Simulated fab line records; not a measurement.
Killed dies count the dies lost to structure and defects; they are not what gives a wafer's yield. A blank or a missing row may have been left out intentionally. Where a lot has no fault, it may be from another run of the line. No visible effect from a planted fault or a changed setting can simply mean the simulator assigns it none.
Which tool did it?    flow gf180mcu    6 lots, 18 wafers sampled, at 2 steps of a route of 602

== WHAT EACH GAUGE READ, for each wafer ==
GF_PSD_RS_MEAS_14: measures by four-point-probe.
lot   measured      on             NSD_RS (ohm/sq)
L130  day 15 06:53  film_metro-03  46.22 46.09 46.14
L132  day 16 01:38  film_metro-02  46.06 45.98 45.97
L134  day 16 20:38  film_metro-03  46.14 46.19 46.19
L142  day 19 12:26  film_metro-02  46.11 46.19 46.13
L146  day 20 22:56  film_metro-01  45.96 46.00 46.05
L148  day 21 17:14  film_metro-02  43.97 43.89 43.99

== EACH LOT AND THE TOOL THAT RAN IT (in order: tool; ch and the chambers of the sampled wafers; start) ==
lot   GF_PSD_RTA_13
L130  rtp_anneal-02 ch 0, day 15 06:48
L132  rtp_anneal-01 ch 0, day 16 01:32
L134  rtp_anneal-01 ch 0, day 16 20:32
L142  rtp_anneal-01 ch 0, day 19 12:21
L146  rtp_anneal-01 ch 0, day 20 22:50
L148  rtp_anneal-01 ch 0, day 21 17:09
- GF_PSD_RTA_13: time 20 s.

== THE ANSWER, worked out from the rows above alone ==
Rule: the lots themselves supply what counts as usual. The widest of any qualifying gaps counts: lots, ordered by their means at a reading, are off when they make up no more than a third of the lots, leave a main group of 4 or more, and stand apart from it by 3 or more times the standard deviation of that group's means. If all means in a main group match to the digits the tables above print for the reading, that group is not used. A lot without any number at a reading at which 4 lots or more have one is off too. Where the step has rows for the other lots, those lots are counted as sound.
Off: L148, seen at GF_PSD_RS_MEAS_14 (NSD_RS). Main group: mean 46.09 ohm/sq, sd 0.075.
If a tool, at a process step before that reading, ran all the lots that are off and no sound lot after the first of them, it fits. Those tools and the gauges at GF_PSD_RS_MEAS_14 are tried in the same way. Can't be told from this: 2 tools fit, rtp_anneal-01 at GF_PSD_RTA_13, film_metro-02 at GF_PSD_RS_MEAS_14.

== WHAT THE SIMULATOR PUT IN ==
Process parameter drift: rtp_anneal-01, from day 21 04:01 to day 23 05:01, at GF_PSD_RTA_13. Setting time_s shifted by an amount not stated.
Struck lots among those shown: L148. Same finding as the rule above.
